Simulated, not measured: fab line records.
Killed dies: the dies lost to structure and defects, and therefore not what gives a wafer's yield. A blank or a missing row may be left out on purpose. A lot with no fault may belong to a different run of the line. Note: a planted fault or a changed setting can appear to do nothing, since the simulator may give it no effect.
fab line records    flow sky130
[record] lots = 6  wafers = 18  lastDay = 49
route steps=708 shown PASSIVATION@690 PAD_OPEN@694
lots untouched by any fault: they come from a run of this same line in which no faults occurred
startH: hours from the record's opening day to when the first of the lot's shown wafers began    waitH: time in hours since the lot's previous step    " as in the row above    L1.1+2: a single row standing in for several wafers    - value missing, or start not given    * or withheld: withheld    < > ~ a bound
route shown NAME@n: names a module that has steps shown in the file, with the first one's number in the route    usual: mean/standard deviation of fault-free wafers    same: alike in all rows    chamber/n: place in a boat    sites: the reading at each site    _std_site: the values' standard deviation    _edge_site: the outer-site mean with the inner-site mean subtracted    radiusMm: for every site, how far away it sits from the centre of the wafer    mask NAME#n: copy n    behind: the last tool/chamber to shape the wafer    hold: reason for holding the lot/hours on hold/outcome of the hold    device: transistor that didn't switch, given as n, p or np    end of line: tests of these same wafers at the route's end    step lacking rows: just its recipe    killed: dies lost to structure and defects at the first sort, not the wafer's yield    map: shows each die of a wafer: x if killed, . if not, _ if none is there
set.NAME: the setting as run; set.NAME@STEP: as run at that earlier step    model.NAME: the simulator's own value behind a step, which no gauge read
certain route steps with their lots: each step a table, each wafer a row
services: when a tool's chamber went out of use (startH, in hours from the record's first day, below 0 if earlier), for how many hours, and the reason
[[steps]]
[step SKY_PASSIVATION_PEB_09]
[recipe] tempC = 115  timeS = withheld
[step SKY_PASSIVATION_DEVELOP_10]
[recipe] developTimeS = 60  devTempC = 23
[step SKY_PASSIVATION_ETCH_11]
[recipe] chemistry = CF4/O2  targetDepthNm = 725  stopOn = AlCu  sourceW = 800  biasW = 150  pressureMtorr = 150  cf4FlowSccm = 80  O2_flow_sccm = 10  timeS = 161.1
[usual] drypumpMotorCurrentA = 5.7/0.53  oesProductAu = 0.977/0.0071  rfFwdPowerW = 796.5/2.6  throttleValvePct = 5.964/0.01
lot.wafer  tool        chamber  startH   waitH  drypumpMotorCurrentA  oesProductAu  rfFwdPowerW  rfHoursCounterH  throttleValvePct
L778.2     rieDiel-02  1        1060.28  -      5.0                   0.976         797.2        4                5.984
L778.3     "           3        "        "      5.9                   0.973         794.8        15               5.964
L778.6     "           1        "        "      5.0                   0.978         794.8        -                5.953
L783.1     rieDiel-02  1        1087.19  -      5.0                   0.978         795.4        5                5.970
L783.4     "           3        "        "      5.9                   0.983         797.1        15               5.968
L783.5     "           2        "        "      5.2                   0.975         794.1        -                5.963
L784.1     rieDiel-04  1        1093.48  -      5.1                   0.973         794.4        23               5.972
L784.3     "           0        "        "      6.1                   0.984         798.1        22               5.972
L784.4     "           2        "        "      6.4                   0.979         802.4        21               5.979
L791.2     rieDiel-04  3        1136.84  -      6.0                   0.986         796.1        11               5.964
L791.3     "           0        "        "      6.0                   0.976         795.8        25               5.971
L791.6     "           0        "        "      6.0                   0.987         795.1        -                5.947
L792.2     rieDiel-01  1        1147.36  -      5.7                   0.981         792.5        26               5.953
L792.3     "           3        "        "      5.8                   0.978         800.1        20               5.989
L792.5     "           0        "        "      5.7                   0.982         797.2        -                5.959
L794.2     rieDiel-04  3        1157.03  -      5.9                   0.979         792.3        12               5.968
L794.5     "           3        "        "      6.0                   0.980         794.2        -                5.953
L794.6     "           0        "        "      6.1                   0.980         798.1        -                5.969
[step SKY_PASSIVATION_STRIP_12]
[recipe] chemistry = O2/N2  powerW = 1400  pressureMtorr = 1500  platenTempC = withheld  overashFraction = 0.7  o2FlowSccm = 3000  n2FlowSccm = 300
[usual] chamberPressureMTorr = 1499.9/1.5  drypumpMotorCurrentA = 5.59/0.28  oesProductAu = 0.661/0.0052  stripTimeToEndpointS = 31.50/0.15
lot.wafer  tool            chamber  startH   waitH  chamberPressureMTorr  drypumpMotorCurrentA  oesProductAu  rfHoursCounterH  stripTimeToEndpointS
L778.2     plasmaAsher-02  1        1060.39  0.1    1498.5                5.38                  0.654         32               31.61
L778.3     "               0        "        "      1500.6                5.31                  0.667         -                31.67
L778.6     "               1        "        "      1500.7                5.37                  0.663         -                31.53
L783.1     plasmaAsher-02  1        1087.30  0.1    1500.1                5.36                  0.651         35               31.69
L783.4     "               0        "        "      1500.2                5.32                  0.666         -                31.58
L783.5     "               0        "        "      1500.8                5.33                  0.665         -                31.77
L784.1     plasmaAsher-01  0        1093.59  0.1    1500.7                6.07                  0.650         95               31.21
L784.3     "               0        "        "      1497.8                6.08                  0.663         -                31.38
L784.4     "               1        "        "      1500.0                5.86                  0.662         -                31.38
L791.2     plasmaAsher-03  1        1136.95  0.1    1500.3                5.59                  0.664         70               31.52
L791.3     "               1        "        "      1502.2                5.58                  0.656         -                31.49
L791.6     "               0        "        "      1499.8                5.36                  0.666         -                31.57
L792.2     plasmaAsher-03  0        1147.47  0.1    1502.4                5.36                  0.661         71               31.49
L792.3     "               1        "        "      1500.8                5.54                  0.664         -                31.56
L792.5     "               1        "        "      1499.7                5.54                  0.662         -                31.59
L794.2     plasmaAsher-01  1        1157.14  0.1    1499.4                5.87                  0.658         101              31.41
L794.5     "               1        "        "      1501.1                5.87                  0.660         -                31.58
L794.6     "               0        "        "      1499.1                6.07                  0.661         -                31.57
[step SKY_PAD_OPEN_DEHYDRATE_00]
[recipe] tempC = 200  timeS = 60
[step SKY_PAD_OPEN_HMDS_01]
[recipe] primeTimeS = 60  primeTempC = 120
[step SKY_PAD_OPEN_COAT_02]
[recipe] spinRpm = 2000  resistThkNm = 3000
[step SKY_PAD_OPEN_SOFTBAKE_03]
[recipe] tempC = 110  timeS = withheld
[step SKY_PAD_OPEN_EXPOSE_04]
[recipe] maskId = PDM  targetCdNm = 60000  na = 0.57  doseMj = 260
[step SKY_PAD_OPEN_PEB_05]
[recipe] tempC = 115  timeS = withheld
[step SKY_PAD_OPEN_DEVELOP_06]
[recipe] developTimeS = 60  devTempC = 23
[step SKY_PAD_OPEN_ETCH_07]
[recipe] chemistry = CF4/O2  targetDepthNm = 725  stopOn = AlCu  sourceW = 800  biasW = 150  pressureMtorr = 150  cf4FlowSccm = 80  O2_flow_sccm = 10  timeS = 161.1
[usual] drypumpMotorCurrentA = 5.8/0.52  oesProductAu = 0.977/0.0065  rfFwdPowerW = 796.8/2.4  throttleValvePct = 5.965/0.0095
lot.wafer  tool        chamber  startH   waitH  drypumpMotorCurrentA  oesProductAu  rfFwdPowerW  rfHoursCounterH  throttleValvePct
L778.2     rieDiel-01  2        1081.43  -      6.6                   0.976         795.7        10               5.951
L778.3     "           1        "        "      5.7                   0.980         796.9        23               5.974
L778.6     "           1        "        "      5.7                   0.974         794.8        -                5.963
L783.1     rieDiel-01  1        1107.38  -      5.7                   0.973         795.0        25               5.956
L783.4     "           2        "        "      6.5                   0.980         799.4        11               5.952
L783.5     "           2        "        "      6.5                   0.981         799.7        -                5.939
L784.1     rieDiel-01  0        1113.34  -      5.7                   0.978         798.7        22               5.955
L784.3     "           3        "        "      5.7                   0.969         791.5        19               5.944
L784.4     "           2        "        "      6.6                   0.987         798.2        11               5.956
L791.2     rieDiel-04  0        1154.93  -      6.1                   0.981         796.6        26               5.966
L791.3     "           1        "        "      5.0                   0.983         797.1        26               5.970
L791.6     "           2        "        "      6.5                   0.985         797.2        -                5.967
L792.2     rieDiel-04  0        1165.23  -      6.1                   0.973         800.6        26               5.969
L792.3     "           1        "        "      5.0                   0.970         794.8        26               5.981
L792.5     "           2        "        "      6.4                   0.984         798.4        -                5.982
L794.2     rieDiel-01  3        1174.09  -      5.8                   0.973         792.9        21               5.975
L794.5     "           3        "        "      5.7                   0.983         794.9        -                5.967
L794.6     "           0        "        "      5.7                   0.979         797.1        -                5.972
[step SKY_PAD_OPEN_STRIP_08]
[recipe] chemistry = O2/N2  powerW = 1400  pressureMtorr = 1500  platenTempC = withheld  overashFraction = 0.7  o2FlowSccm = 3000  n2FlowSccm = 300
[usual] chamberPressureMTorr = 1499.8/1.3  drypumpMotorCurrentA = 5.37/0.16  oesProductAu = 0.663/0.0046  stripTimeToEndpointS = 37.06/0.094
lot.wafer  tool            chamber  startH   waitH  chamberPressureMTorr  drypumpMotorCurrentA  oesProductAu  rfHoursCounterH  stripTimeToEndpointS  model.coat_of_PAD_OPEN_COAT_02.thkNm
L778.2     plasmaAsher-04  1        1081.54  0.1    1499.3                4.95                  0.659         1                37.11                 0
L778.3     "               0        "        "      1500.2                5.47                  0.660         -                37.11                 0
L778.6     "               1        "        "      1501.5                4.93                  0.664         -                37.08                 0
L783.1     plasmaAsher-03  1        1107.49  0.1    -                     -                     -             -                -                     2997
L783.4     "               1        "        "      -                     -                     -             -                -                     2986
L783.5     "               0        "        "      -                     -                     -             -                -                     2999
L784.1     plasmaAsher-04  1        1113.45  0.1    -                     -                     -             -                -                     2988
L784.3     "               1        "        "      -                     -                     -             -                -                     2995
L784.4     "               0        "        "      -                     -                     -             -                -                     2999
L791.2     plasmaAsher-02  0        1155.03  0.1    1502.0                5.31                  0.663         41               36.95                 0
L791.3     "               1        "        "      1499.5                5.36                  0.671         -                37.05                 0
L791.6     "               1        "        "      1498.8                5.39                  0.659         -                36.95                 0
L792.2     plasmaAsher-02  0        1165.33  0.1    1500.9                5.28                  0.665         42               37.00                 0
L792.3     "               0        "        "      1497.1                5.28                  0.661         -                37.17                 0
L792.5     "               1        "        "      1498.8                5.37                  0.658         -                37.08                 0
L794.2     plasmaAsher-02  0        1174.20  0.1    1499.5                5.32                  0.657         43               37.10                 0
L794.5     "               0        "        "      1500.2                5.30                  0.662         -                37.11                 0
L794.6     "               1        "        "      1499.2                5.37                  0.667         -                37.16                 0
[step SKY_PAD_OPEN_STRIP_09]
[recipe] chemistry = postEtchResidueRemover  timeS = 1200  tempC = 72.5
[step SKY_PAD_OPEN_PROBE_99]
[usual] defectLimitedYield = 82.7/2.1  killed_at_M0_to_M3 = 43/7.2  killed_at_M4_up = 3.0/1.7  killedAtContacts = 24/5.3  killedAtFrontEnd = 15/4.6  killedAtOther = 0.3/0.5  killedDies = 85/10  killedOpen = 46/7.2  killedShort = 39/6.4  sort_bin_3_pad_short = 0.9/0.42  sort_bin_5_function = 10.2/1.6  sort_bin_6_memory = 6.2/1  sortNPass = 407/10  sortYieldPct = 82.7/2.1
[same] grossDies = 492  killedAtBackSide = 0  sort_bin_4_leakage[%] = 0  sort_bin_8_speed[%] = 0
lot.wafer  tool       chamber  startH   waitH  defectLimitedYield[%]  killed_at_M0_to_M3  killed_at_M4_up  killedAtContacts  killedAtFrontEnd  killedAtOther  killedDies  killedOpen  killedShort  sort_bin_3_pad_short[%]  sort_bin_5_function[%]  sort_bin_6_memory[%]  sortNPass  sortYieldPct[%]
L778.2     prober-01  -        1083.80  0.1    83.5                   39                  6                26                9                 1              81          39          42           0.4                      9.8                     6.3                   411        83.5
L778.3     prober-01  -        1083.85  0.2    85.0                   39                  2                21                12                0              74          40          34           0.2                      9.6                     5.3                   418        85.0
L778.6     prober-01  -        1084.00  0.2    82.7                   52                  1                21                11                0              85          48          37           1.0                      9.1                     7.1                   407        82.7
L784.1     prober-01  -        1115.66  0.1    80.9                   52                  3                23                16                0              94          45          49           0.6                      12.2                    6.3                   398        80.9
L784.3     prober-01  -        1115.76  0.2    85.4                   34                  4                22                12                0              72          35          37           1.8                      6.9                     5.9                   420        85.4
L784.4     prober-01  -        1115.81  0.2    82.7                   39                  4                32                10                0              85          44          41           0.6                      10.6                    6.1                   407        82.7
L791.2     prober-02  -        1157.29  0.1    81.7                   44                  3                22                21                0              90          46          44           0.4                      10.6                    7.3                   402        81.7
L791.3     prober-02  -        1157.34  0.2    81.9                   45                  2                24                18                0              89          37          52           1.2                      10.0                    6.9                   403        81.9
L791.6     prober-02  -        1157.49  0.2    81.7                   48                  2                25                14                1              90          50          40           1.4                      11.2                    5.7                   402        81.7
L792.2     prober-01  -        1167.68  0.1    87.8                   39                  2                9                 10                0              60          40          20           0.6                      7.1                     4.5                   432        87.8
L792.3     prober-01  -        1167.73  0.2    82.7                   38                  3                22                21                1              85          45          40           1.0                      9.3                     6.9                   407        82.7
L792.5     prober-01  -        1167.83  0.2    83.9                   40                  1                19                18                1              79          47          32           0.8                      10.0                    5.3                   413        83.9
L794.2     prober-01  -        1176.56  0.1    82.3                   45                  1                28                12                1              87          46          41           0.8                      10.4                    6.5                   405        82.3
L794.5     prober-01  -        1176.71  0.2    81.1                   51                  4                27                11                0              93          53          40           0.8                      12.2                    5.9                   399        81.1
L794.6     prober-01  -        1176.76  0.2    83.7                   31                  4                35                10                0              80          47          33           0.4                      11.4                    4.5                   412        83.7
// killed by level:class
L778.2 METAL4:geometricParticle:short=6 CONTACT:geometricParticle:open=6 VIA1:geometricParticle:open=6 VIA2:geometricParticle:open=6 LI_CONTACT:geometricParticle:open=5 LI_CONTACT:geometricParticle:short=5 METAL1:geometricParticle:short=5 VIA3:geometricParticle:open=5
L778.3 VIA3:geometricParticle:open=8 VIA2:geometricParticle:open=6 LI_CONTACT:geometricParticle:open=5 VIA1:geometricParticle:open=5 METAL1:geometricParticle:short=5 VIA3:geometricParticle:short=5 LOCAL_INTERCONNECT:geometricParticle:short=4 CONTACT:geometricParticle:open=4
L778.6 VIA2:geometricParticle:open=10 VIA3:geometricParticle:open=9 VIA1:geometricParticle:open=9 METAL1:geometricParticle:short=7 METAL2:geometricParticle:short=5 CONTACT:geometricParticle:open=5 CONTACT:geometricParticle:short=5 LI_CONTACT:geometricParticle:open=4
L784.1 METAL2:geometricParticle:short=9 VIA3:geometricParticle:open=9 VIA2:geometricParticle:open=8 METAL1:geometricParticle:short=7 VIA1:geometricParticle:open=7 LI_CONTACT:geometricParticle:open=6 LOCAL_INTERCONNECT:geometricParticle:short=6 POLY_GATE:geometricParticle:short=5
L784.3 VIA1:geometricParticle:short=10 CONTACT:geometricParticle:open=7 LI_CONTACT:geometricParticle:open=6 LOCAL_INTERCONNECT:geometricParticle:short=6 FIELD_ISO:geometricParticle:open=5 VIA1:geometricParticle:open=5 METAL4:geometricParticle:short=4 VIA3:geometricParticle:open=4
L784.4 VIA1:geometricParticle:open=10 LI_CONTACT:geometricParticle:open=8 VIA3:geometricParticle:open=7 LI_CONTACT:geometricParticle:short=7 CONTACT:geometricParticle:open=7 FIELD_ISO:geometricParticle:open=6 LOCAL_INTERCONNECT:geometricParticle:short=6 METAL3:geometricParticle:short=5
L791.2 LI_CONTACT:geometricParticle:open=10 VIA1:geometricParticle:open=9 METAL1:geometricParticle:short=8 FIELD_ISO:geometricParticle:short=7 FIELD_ISO:geometricParticle:open=5 VIA2:geometricParticle:open=5 LOCAL_INTERCONNECT:geometricParticle:short=5 VIA2:geometricParticle:short=5
L791.3 METAL2:geometricParticle:short=12 CONTACT:geometricParticle:open=11 VIA3:geometricParticle:open=7 VIA3:geometricParticle:short=6 METAL1:geometricParticle:short=5 FIELD_ISO:geometricParticle:open=4 FIELD_ISO:geometricParticle:short=4 LI_CONTACT:geometricParticle:open=4
L791.6 CONTACT:geometricParticle:open=11 VIA1:geometricParticle:open=10 METAL2:geometricParticle:short=9 VIA2:geometricParticle:open=7 LI_CONTACT:geometricParticle:open=6 METAL3:geometricParticle:short=6 POLY_GATE:geometricParticle:short=4 VIA3:geometricParticle:short=4
L792.2 VIA1:geometricParticle:open=14 VIA2:geometricParticle:open=7 VIA1:geometricParticle:short=7 FIELD_ISO:geometricParticle:open=4 VIA3:geometricParticle:open=4 LI_CONTACT:geometricParticle:open=3 SPACER:geometricParticle:open=2 CONTACT:geometricParticle:open=2
L792.3 LI_CONTACT:geometricParticle:open=9 VIA1:geometricParticle:open=8 METAL1:geometricParticle:short=7 FIELD_ISO:geometricParticle:open=6 FIELD_ISO:geometricParticle:short=6 LOCAL_INTERCONNECT:geometricParticle:short=5 CONTACT:geometricParticle:open=5 METAL2:geometricParticle:short=5
L792.5 VIA1:geometricParticle:open=8 FIELD_ISO:geometricParticle:open=7 VIA3:geometricParticle:open=7 VIA2:geometricParticle:open=6 LI_CONTACT:geometricParticle:open=5 VIA1:geometricParticle:short=5 CONTACT:geometricParticle:open=4 METAL1:geometricParticle:short=4
L794.2 CONTACT:geometricParticle:open=9 VIA1:geometricParticle:open=8 VIA3:geometricParticle:open=7 LI_CONTACT:geometricParticle:open=5 LOCAL_INTERCONNECT:geometricParticle:short=5 METAL1:geometricParticle:short=5 METAL2:geometricParticle:short=5 CONTACT:geometricParticle:short=4
L794.5 CONTACT:geometricParticle:open=12 VIA1:geometricParticle:open=11 METAL2:geometricParticle:short=10 VIA3:geometricParticle:open=7 VIA2:geometricParticle:open=6 LI_CONTACT:geometricParticle:open=5 LI_CONTACT:geometricParticle:short=4 VIA1:geometricParticle:short=4
L794.6 CONTACT:geometricParticle:open=13 LI_CONTACT:geometricParticle:open=7 VIA2:geometricParticle:open=7 VIA3:geometricParticle:open=7 VIA1:geometricParticle:open=6 CONTACT:geometricParticle:short=6 LOCAL_INTERCONNECT:geometricParticle:short=5 POLY_GATE:geometricParticle:open=4
[[services]]
tool            chamber  startH   hours  kind
rieDiel-01      3        1053.66  13.8   repair
plasmaAsher-04  -        1055.25  9.0    pm
plasmaAsher-04  0        1055.25  9.0    ventCycle
plasmaAsher-04  1        1055.25  9.0    ventCycle
plasmaAsher-04  0        1064.25  -      clean
plasmaAsher-04  1        1064.25  -      clean
plasmaAsher-04  -        1071.03  4.0    repair
rieDiel-04      2        1073.19  7.7    repair
plasmaAsher-02  -        1079.99  2.1    repair
rieDiel-04      0        1080.38  9.5    repair
rieDiel-02      2        1092.19  4.5    repair
plasmaAsher-04  -        1092.80  2.9    repair
rieDiel-04      1        1103.53  4.0    repair
rieDiel-01      -        1119.57  15.6   pm
rieDiel-02      -        1127.93  28.1   pm
rieDiel-04      2        1131.62  18.1   repair
rieDiel-01      0        1135.19  5.6    repair
rieDiel-02      3        1160.21  4.6    repair
[[key]]
[firstSign] step = SKY_PAD_OPEN_STRIP_08  reading = toolRecord  direction = missing
effect none on later readings
[modelEffect] step = SKY_PAD_OPEN_STRIP_08  value = coat_of_PAD_OPEN_COAT_02.thkNm  without = 0  struck = 2994
metAt SKY_PAD_OPEN_STRIP_08
struckWafers L783.1,L783.4,L783.5,L784.1,L784.3,L784.4
onsetBetween 1081.54 1107.49
[fault] kind = skippedStepWhole  tool = plasmaAsher-03,plasmaAsher-04  chamber = -  onsetH = 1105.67  steps = SKY_PAD_OPEN_STRIP_08  scope = struckLotsOnly
